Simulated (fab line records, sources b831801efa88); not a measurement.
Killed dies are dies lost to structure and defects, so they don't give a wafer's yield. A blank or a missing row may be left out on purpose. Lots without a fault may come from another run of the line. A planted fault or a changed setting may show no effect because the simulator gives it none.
Problem report in the 8D (eight disciplines) form, filled by code | flow gf180mcu | the parts of the form that need people (team, actions taken, sign-off) are left out

1. THE PROBLEM
VT_IMPLANT_3_TW at GF_VT_IMPLANT_TW_MEAS_32 reads a mean of 235.8 on 6 wafers of 2 lots; wafers without a fault read 269.1 with a standard deviation of 1.3. That is -26 standard deviations from the usual mean.
First seen on wafer L110.3, day 11 07:29, on film_metro-02. The record holds 36 wafers of 12 lots with a number at this step. Rule for "out", or "out of limits": more than 4 standard deviations from the usual mean. The other wafers with a number count as sound.

2. WHAT IT IS AND WHAT IT IS NOT
question                    | is                           | is not
which readings at this step | VT_IMPLANT_3_TW              | -
which lots                  | L110, L111                   | L100, L103, L105, L116, L117, L995, L996, L997, L998, L999
which wafers of those lots  | all that have a number       | -
read on which gauges        | film_metro-02, film_metro-03 | film_metro-01
when                        | from day 11 07:29            | up to then (24 sound wafers); but 6 sound wafers of L116, L117 came after

3. SUSPECTS, AND WHAT RULES EACH OUT
Counting: a tool at a process step up to the reading stays a suspect if it ran every lot that is out and no sound lot after the first of them.
- the gauge at GF_VT_IMPLANT_TW_MEAS_32: ruled out. The wafers that are out were read on 2 gauges (film_metro-02, film_metro-03).
- implanter-02 at GF_VT_IMPLANT_IMPLANT_30: kept. It ran every lot that is out, first L110 (day 11 07:16), and no sound lot after that; its last sound lot up to then is L999 (day 8 11:46). Its own readings are out on those wafers: dose_ions_cm2, faraday_current_uA.
Left after counting: implanter-02 at GF_VT_IMPLANT_IMPLANT_30.

4. THE CAUSE (what the simulator had put in)
Process parameter drift: implanter-02, from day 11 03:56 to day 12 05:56, at GF_VT_IMPLANT_IMPLANT_30. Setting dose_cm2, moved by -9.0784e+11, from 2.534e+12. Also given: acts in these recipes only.
Counting left only this tool.

5. THE CHAIN OF EFFECTS, in route order
Each row: a reading whose mean over the struck wafers that have a number lies more than 3 standard deviations from the usual. Only readings for which the record gives a usual standard deviation are gone through. hours: the time from each lot's start at the first step in this table that gives one to its start at this step, as a median over the lots. sigmas: the change in usual standard deviations.
hours | step                     | reading            | usual      | on struck wafers | change      | sigmas
0     | GF_VT_IMPLANT_IMPLANT_30 | dose_ions_cm2      | 2.5333e+12 | 1.6261e+12       | -9.0717e+11 | -99 or more
0     | GF_VT_IMPLANT_IMPLANT_30 | faraday_current_uA | 14.31      | 9.26             | -5.05       | -19
0     | GF_VT_IMPLANT_TW_MEAS_32 | VT_IMPLANT_3_TW    | 269.1      | 235.8            | -33.4       | -26
The process steps in it:
- GF_VT_IMPLANT_IMPLANT_30
Later measuring or inspecting steps at which every struck wafer that the step has a row for has a number for every such reading, and none has moved that far: GF_HV_LDD_CD_MEAS_31.

6. WHAT WOULD HAVE CAUGHT IT SOONER
In this record the first reading out of limits at a measuring or inspecting step was taken at day 11 07:29, 4 hours after the fault began at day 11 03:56.
The tool's own readings at GF_VT_IMPLANT_IMPLANT_30 were out on every struck wafer that the step has a row for (dose_ions_cm2, faraday_current_uA): an alarm limit on them would have fired on the first of those.
Of the lots that are out (2), L111 began GF_VT_IMPLANT_IMPLANT_30 on implanter-02 after day 11 07:29. A hold on the tool at that time would have spared it.
